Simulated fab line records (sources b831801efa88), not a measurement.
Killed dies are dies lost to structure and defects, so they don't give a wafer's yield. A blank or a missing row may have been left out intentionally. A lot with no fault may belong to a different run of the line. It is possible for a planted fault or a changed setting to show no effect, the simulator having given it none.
Which tool was responsible? ; flow gf180mcu ; 18 wafers from 6 lots sampled at 4 of the route's 602 steps

== WHAT THE GAUGES SHOWED, per wafer ==
GF_V4_THK_MEAS_01.
lot;measured;on;V4_CVD_00_THK (nm)
L925;day 23 16:09;film_metro-02;593 599 599
L929;day 25 07:52;film_metro-03;598 599 608
L934;day 26 22:14;film_metro-04;601 720 599 600 720 600
L938;day 28 03:57;film_metro-02;601 604 600
L940;day 28 17:20;film_metro-03;597 611 594
L947;day 30 21:04;film_metro-03;602 598 608

== WHICH TOOL RAN EACH LOT (tool, then ch and the chambers of the sampled wafers, then the start) ==
lot;GF_M4_SPUTTER_00;GF_M4_METAL_ETCH_16;GF_V4_CVD_00
L925;pvd_sputter-02, day 22 16:04;rie_metal-02 ch 0,1, day 23 15:25;hdpcvd-02 ch 0,1,2, day 23 16:05
L929;pvd_sputter-03, day 24 08:30;rie_metal-02 ch 0,1, day 25 06:43;hdpcvd-02 ch 0,2, day 25 07:46
L934;pvd_sputter-03, day 26 00:04;rie_metal-01 ch 0,1, day 26 21:31;hdpcvd-02 ch 1,2, day 26 22:10
L938;pvd_sputter-03, day 27 06:35;rie_metal-04 ch 0,1, day 28 03:13;hdpcvd-01 ch 1,2, day 28 03:53
L940;pvd_sputter-03, day 27 20:25;rie_metal-02 ch 0,1, day 28 16:31;hdpcvd-01 ch 0,1,2, day 28 17:10
L947;pvd_sputter-02, day 30 01:26;rie_metal-02 ch 0,1, day 30 20:19;hdpcvd-01 ch 0,2, day 30 21:00
- GF_M4_SPUTTER_00: material Ti, target thk 37.5 nm, time 150 s.
- GF_M4_METAL_ETCH_16: etches the open film in Cl2/BCl3, stops on SiO2, target depth 627.5 nm, time 104.6 s.
- GF_V4_CVD_00: deposits SiO2, target thk 600 nm, time 100 s.

== THE ANSWER, worked out from the rows above alone ==
Rule: the lots themselves supply what counts as usual. The widest of any qualifying gaps counts: lots, ordered by their means at a reading, are off when they make up no more than a third of the lots, leave a main group of 4 or more, and stand apart from it by 3 or more times the standard deviation of that group's means. A main group is skipped when, at the precision printed for the reading in the tables above, its means are all equal. Also off: a lot with no number at a reading for which 4 or more lots have one. Any other lot the step has rows for is counted as sound.
Off: L934, seen at GF_V4_THK_MEAS_01 (V4_CVD_00_THK). The main group has a mean of 601 nm with a standard deviation of 2.
If a tool, at a process step before that reading, ran all the lots that are off and no sound lot after the first of them, it fits. Those tools and the gauges at GF_V4_THK_MEAS_01 are tried in the same way. Can't be told from this: 3 tools fit, rie_metal-01 at GF_M4_METAL_ETCH_16, hdpcvd-02 at GF_V4_CVD_00, film_metro-04 at GF_V4_THK_MEAS_01.

== WHAT WAS PUT IN BY THE SIMULATOR ==
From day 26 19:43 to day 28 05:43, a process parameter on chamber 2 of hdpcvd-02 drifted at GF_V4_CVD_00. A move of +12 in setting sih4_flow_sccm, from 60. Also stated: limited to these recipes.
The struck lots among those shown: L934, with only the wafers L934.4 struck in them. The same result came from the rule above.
